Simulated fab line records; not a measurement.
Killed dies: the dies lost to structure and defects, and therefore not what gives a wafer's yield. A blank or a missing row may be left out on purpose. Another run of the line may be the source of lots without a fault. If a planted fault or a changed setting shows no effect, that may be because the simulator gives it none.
A lot that was struck, set against a sound lot :: flow gf180mcu :: 27 out of 602 route steps
Sound: these wafers, L642.1, L642.2, L642.3. Struck: wafers L659.4, L659.5 (left out: L659.1, a lot-mate that was not struck); the cause follows at the end.
Per side, at each step with rows, come the tool, then ch with its chambers, and then its first start. Under that, the readings that differ: sound wafers :: struck wafers :: difference of the means :: sigmas: that difference in standard deviations of wafers without a fault.
alike: readings with means less than 2 such deviations apart, plus words and numbers identical on both sides. not compared: withheld readings, readings lacking a value on some wafer, bounds such as >300 that could conceal the same value, and numbers that have no deviation in the record and whose values overlap.
A row with sigmas, a row that says differs or no value, or rows on one side alone: a step with any of these is where the two part. When numbers do not overlap yet have no deviation, they are printed without sigmas and do not part them. A reading that every wafer of one side lacks parts them only if that side has two wafers or more.

first, 2 steps without rows for these wafers: GF_V4_SPUTTER_22 (material TiN, target thk 10 nm, time 40 s); GF_V4_CVD_23 (deposits W, target thk 350 nm, time 104.9 s).
GF_V4_RS_MEAS_24: uses a four-point probe to measure.
  struck on film-metro-04, day 30 11:17; sound on film-metro-01, day 24 13:14
reading: V4_W_RS (ohm/sq)
sound: 0.334 0.336 0.333
struck: 0.322 0.325
difference: -0.011
sigmas: -2
GF_V4_THK_MEAS_25: measures by xrf.
  struck on film-metro-04, day 30 11:24; sound on film-metro-01, day 24 13:21
reading: V4_W_THK (nm)
sound: 349 343 349
struck: 364 356
difference: +13
sigmas: +2
GF_V4_CMP_26: polishes, stops on SiO2, t overpolish 15 s, target thk 0 nm.
  sound on cmp-01 ch 0,2,3, day 24 13:25; struck on cmp-01 ch 0,2, day 30 11:31
reading: time-to-endpoint-s (s)
sound: 85 82 83
struck: 91 89
difference: +7
sigmas: +2
  alike: motor-current-A, overpolish-run-s, retaining-ring-pressure-frac, slurry-flow-ml-min
GF_MIM_SPUTTER_00: material Ti, target thk 37.5 nm, time 150 s.
  struck on pvd-sputter-01, day 30 11:46; sound on pvd-sputter-03, day 24 13:43
  alike: throttle-valve-pct
GF_MIM_SPUTTER_01: material TiN, target thk 30 nm, time 25 s.
  struck on pvd-sputter-01, day 30 11:52; sound on pvd-sputter-03, day 24 13:49
  alike: throttle-valve-pct
then, 1 step without rows for these wafers: GF_MIM_SPUTTER_02 (material AlCu, target thk 450 nm, time 23.9 s).
GF_MIM_SPUTTER_03: material Ti, target thk 10 nm, time 6.7 s.
  struck on pvd-sputter-01, day 30 11:55; sound on pvd-sputter-03, day 24 13:52
  alike: throttle-valve-pct
then, 2 steps without rows for these wafers: GF_MIM_SPUTTER_04 (material TiN, target thk 50 nm, time 41.7 s); GF_MIM_CVD_05 (deposits Si3N4, target thk 42 nm, time 29.086 s).
GF_MIM_THK_MEAS_06:
  struck on film-metro-03, day 30 12:01; sound on film-metro-01, day 24 13:58
  alike: MIM_CVD_05_THK
GF_MIM_SPUTTER_07: material TiN, target thk 60 nm, time 50 s.
  struck on pvd-sputter-03, day 30 12:05; sound on pvd-sputter-02, day 24 14:02
reading: model.TiN_of_MIM_SPUTTER_07.thk-nm (nm)
sound: 60.15 59.86 60.91
struck: 89.75 89.75
difference: +29.44
sigmas: 
  alike: throttle-valve-pct
GF_MIM_SPUTTER_08: material AlCu, target thk 200 nm, time 10.6 s.
  struck on pvd-sputter-03, day 30 12:07; sound on pvd-sputter-02, day 24 14:04
  alike: throttle-valve-pct
then, 1 step without rows for these wafers: GF_MIM_SPUTTER_09 (material TiN, target thk 35 nm, time 29.2 s).
GF_MIM_RS_MEAS_10: uses a four-point probe to measure.
  struck on film-metro-03, day 30 12:11; sound on film-metro-04, day 24 14:08
  alike: MIM_ALCU_RS
GF_MIM_THK_MEAS_11: measures by xrf.
  struck on film-metro-03, day 30 12:18; sound on film-metro-04, day 24 14:15
  alike: MIM_ALCU_THK
then, 7 steps without rows for these wafers: GF_MIM_DEHYDRATE_12 (time 60 s); GF_MIM_HMDS_13 (prime time 60 s); GF_MIM_COAT_14 (resist thk 1000 nm); GF_MIM_SOFTBAKE_15 (time 60 s); GF_MIM_EXPOSE_16 (exposes mask FuseTop, target cd 2000 nm); GF_MIM_PEB_17; GF_MIM_DEVELOP_18 (develop time 60 s).
GF_MIM_METAL_ETCH_19: etches the open film in Cl2/BCl3, stops on Si3N4, target depth 324.5 nm, time 54.1 s.
  sound on rie-metal-03 ch 0,1, day 25 11:50; struck on rie-metal-04 ch 0, day 31 05:17
reading: oes-product-au (a.u.)
sound: 0.939 0.950 0.937
struck: 0.988 0.990
difference: +0.047
sigmas: +7

reading: throttle-valve-pct (%)
sound: 28.279 28.287 28.283
struck: 28.234 28.253
difference: -0.040
sigmas: -4
  alike: chamber-pressure-mTorr, drypump-motor-current-A
  not compared: rf-hours-counter-h
then, 1 step without rows for these wafers: GF_MIM_STRIP_20 (strips in O2/N2).
-- the record jumps here: 3 days lie between the struck wafers' starts before and after (it left off in module MIM and takes up again in module PASSIVATION, whose first step shown is number 602 of the route) --
GF_PASSIVATION_PROBE_99:
  only the struck wafers here have rows in the record (prober-02, day 34 05:30); the sound ones have none

== WHERE THEY PART ==
At GF_V4_RS_MEAS_24 first; at GF_PASSIVATION_PROBE_99 last (within this record only).

WHY: the cause the simulator had injected
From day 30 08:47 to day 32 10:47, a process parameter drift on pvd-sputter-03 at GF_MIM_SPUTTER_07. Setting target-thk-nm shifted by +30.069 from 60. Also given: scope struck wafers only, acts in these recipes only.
